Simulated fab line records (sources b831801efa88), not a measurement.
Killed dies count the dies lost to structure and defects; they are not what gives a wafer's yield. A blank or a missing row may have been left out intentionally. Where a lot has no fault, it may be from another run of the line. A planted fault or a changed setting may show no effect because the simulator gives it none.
Which tool is to blame? ; flow gf180mcu ; 6 lots with 18 wafers sampled at 3 steps, on a route of 602 steps

## WHAT THE GAUGES READ, wafer by wafer
GF_SALICIDE_RS_MEAS_04: measurement is done with a four-point probe.
lot;measured;on;SALICIDE_TIN_RS (ohm/sq)
L943;day 15 07:25;film_metro-03;15.81 15.73 15.96
L946;day 16 15:16;film_metro-01;15.98 16.22 15.95
L954;day 19 14:27;film_metro-04;15.88 15.91 26.98 15.89 15.89 26.93
L959;day 21 04:02;film_metro-03;16.23 15.77 15.71
L962;day 22 03:08;film_metro-01;16.27 16.56 16.17
L965;day 23 01:31;film_metro-03;16.06 16.11 16.62

## WHICH TOOL RAN EACH LOT (tool, then ch and the chambers of the sampled wafers, then the start)
lot;GF_PSD_STRIP_10;GF_SALICIDE_SPUTTER_02
L943;plasma_asher-04 ch 0,1, day 14 09:13;pvd_sputter-02, day 15 07:20
L946;plasma_asher-04 ch 0,1, day 15 16:08;pvd_sputter-02, day 16 15:11
L954;plasma_asher-04 ch 0,1, day 18 13:25;pvd_sputter-02, day 19 14:17
L959;plasma_asher-03 ch 0,1, day 20 03:11;pvd_sputter-01, day 21 03:59
L962;plasma_asher-03 ch 0,1, day 21 02:39;pvd_sputter-03, day 22 03:04
L965;plasma_asher-03 ch 0,1, day 22 01:42;pvd_sputter-02, day 23 01:28
- GF_PSD_STRIP_10: strips in O2/N2.
- GF_SALICIDE_SPUTTER_02: material Co, target thk 10 nm, time 20 s.

## THE ANSWER, worked out from the rows above alone
Rule: the lots themselves supply what counts as usual. The widest of any qualifying gaps counts: lots, ordered by their means at a reading, are off when they make up no more than a third of the lots, leave a main group of 4 or more, and stand apart from it by 3 or more times the standard deviation of that group's means. The tables above print the reading to a certain number of digits; a main group whose means all agree to those digits is not used. Also off: a lot with no number at a reading for which 4 or more lots have one. Where the step has rows for the other lots, those lots are counted as sound.
Off: at GF_SALICIDE_RS_MEAS_04 (SALICIDE_TIN_RS), L954. The main group has a mean of 16.08 ohm/sq with a standard deviation of 0.2.
If a tool, at a process step before that reading, ran all the lots that are off and no sound lot after the first of them, it fits. The gauges at GF_SALICIDE_RS_MEAS_04 are tried like those tools. This does not decide it: 2 tools fit, namely plasma_asher-04 at GF_PSD_STRIP_10 and film_metro-04 at GF_SALICIDE_RS_MEAS_04.

## WHAT THE SIMULATOR HAD INSERTED
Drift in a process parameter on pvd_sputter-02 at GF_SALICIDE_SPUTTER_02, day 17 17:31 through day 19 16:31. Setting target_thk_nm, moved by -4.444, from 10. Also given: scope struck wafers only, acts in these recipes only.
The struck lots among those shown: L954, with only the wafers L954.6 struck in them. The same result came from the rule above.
